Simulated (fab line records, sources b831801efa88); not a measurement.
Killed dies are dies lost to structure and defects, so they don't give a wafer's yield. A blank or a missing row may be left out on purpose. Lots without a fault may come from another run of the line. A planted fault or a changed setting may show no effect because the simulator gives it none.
Chamber matching | flow sky130 | SKY_CONTACT_ETCH_16 on rie_diel-01: 3 sister chambers
The step etches BARC in N2/H2, stops on SiO2, time 45.9 s, target depth 60 nm. 3 wafers are shown with their chamber, then 4 later ones without.

WAFERS WITH THEIR CHAMBER
wafer  | chamber | drypump_motor_current_A (A)
L310.6 | 2       | 5.3
L312.3 | 3       | 6.1
L312.5 | 0       | 5.1

WAFERS WITHOUT THEIR CHAMBER
wafer  | drypump_motor_current_A (A)
L315.2 | 5.3
L315.6 | 5.1
L316.4 | 6.0
L316.6 | 6.0

WHICH CHAMBER EACH WENT THROUGH
wafer  | from the rows above | in truth
L315.2 | 2                   | 2
L315.6 | 0                   | 0
L316.4 | 3                   | 3
L316.6 | 3                   | 3
Placed correctly: 4 of 4. Can't be placed from these rows: 0. Placed wrongly: 0.
How it was worked out, from the rows above alone: a wafer's distance from a chamber is the root of the sum, over the readings, of the square of ((its reading less the chamber's mean) divided by the reading's scatter). The wafer belongs to the nearest chamber; if the next one is less than 2 further off, it can't be placed. A chamber's mean is the mean of its shown wafers. The scatter: with one shown wafer a chamber, the root of the mean of the squares of how far each hidden wafer lies from its nearest shown one.
